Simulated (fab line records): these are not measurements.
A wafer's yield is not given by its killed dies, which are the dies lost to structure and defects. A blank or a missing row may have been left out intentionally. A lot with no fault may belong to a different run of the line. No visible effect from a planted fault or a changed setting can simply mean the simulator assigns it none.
Code-filled problem report in 8D (eight disciplines) form    flow gf180mcu    the parts of the form that need people (team, actions taken, sign-off) are left out

1. WHAT WENT WRONG
time to endpoint s at GF_V4_CMP_04 reads a mean of 107 s on 1 wafer of 1 lot; wafers without a fault read 84 s with a standard deviation of 5.5. Measured from the usual mean, that is +4.2 standard deviations.
The step: polishes SiO2.
Seen first at day 28 15:43 on cmp-01, wafer L436.6. Wafers with a number at this step in the record: 35, from 12 lots. The rule behind "out" and "out of limits": a value lying over 4 standard deviations away from the usual mean. The rest of the wafers with a number are treated as sound.

2. WHAT THIS IS AND IS NOT
question                     is                  is not
which readings at this step  time to endpoint s  motor current A
which lots                   L436                L421, L422, L423, L426, L428, L430, L432, L438, L441, L443, L444
which wafers of those lots   L436.6              L436.2
read on which tools          cmp-01              cmp-02
when                         from day 28 15:43   up to then (22 sound wafers); but 12 sound wafers of L438, L441, L443, L444 came after

3. THE SUSPECTS, EACH WITH WHAT RULES IT OUT
Counting: a tool at a process step up to the reading stays a suspect if it ran every lot that is out. Sound lots after the first of them don't rule it out here, since some wafers of a struck lot are sound.
- plasma asher-04 at GF_M4_STRIP_17 (strips in O2/N2): kept. L436, the lot that is out, went through it at day 28 14:40; up to then, the latest sound lot through it was L432 at day 27 10:25.
- cmp-01 at GF_V4_CMP_04 (polishes SiO2): kept. L436, the lot that is out, went through it at day 28 15:43; up to then, the latest sound lot through it was L428 at day 26 03:21. Its own time to endpoint s readings are out on those wafers.
- Within plasma asher-04 at GF_M4_STRIP_17, the wafers that are out were processed in chamber 0 and their sound lot-mates in chamber 1.
- Within cmp-01 at GF_V4_CMP_04, the wafers that are out were processed in chamber 1 and their sound lot-mates in chamber 3.
Left after counting: plasma asher-04 at GF_M4_STRIP_17, cmp-01 at GF_V4_CMP_04.

4. THE CAUSE (what the simulator had put in)
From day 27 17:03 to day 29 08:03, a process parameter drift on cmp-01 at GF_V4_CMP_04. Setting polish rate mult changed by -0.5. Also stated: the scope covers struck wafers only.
Of the 2 suspects that counting leaves, this tool is one.

5. THE EFFECT CHAIN, in route order
Each row: a reading where the mean over the struck wafers with a number is more than 3 standard deviations away from the usual. Scope: only readings with a usual standard deviation given in the record; hours: median across lots of the time from each lot's start at the first step in this table that gives one to its start at this step; sigmas: change in usual standard deviations.
hours  step           reading             usual       on struck wafers  change  sigmas
0      GF_V4_CMP_04   time to endpoint s  84 s        107               +23     +4.2
-      GF_V4_ETCH_17  oes product au      0.856 a.u.  0.922             +0.066  +14
Its process steps:
- GF_V4_CMP_04: polishes SiO2.
- GF_V4_ETCH_17: etches SiO2 in C4F8/O2/Ar, stops on TiN, target depth 630 nm.
Later measuring or inspecting steps at which every struck wafer that the step has a row for has a number for every such reading, and none has moved that far: GF_V4_CD_MEAS_14.

6. HOW IT WOULD HAVE BEEN CAUGHT EARLIER
In this record the first reading out of limits was taken at day 28 15:43, 23 hours after the fault began at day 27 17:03.
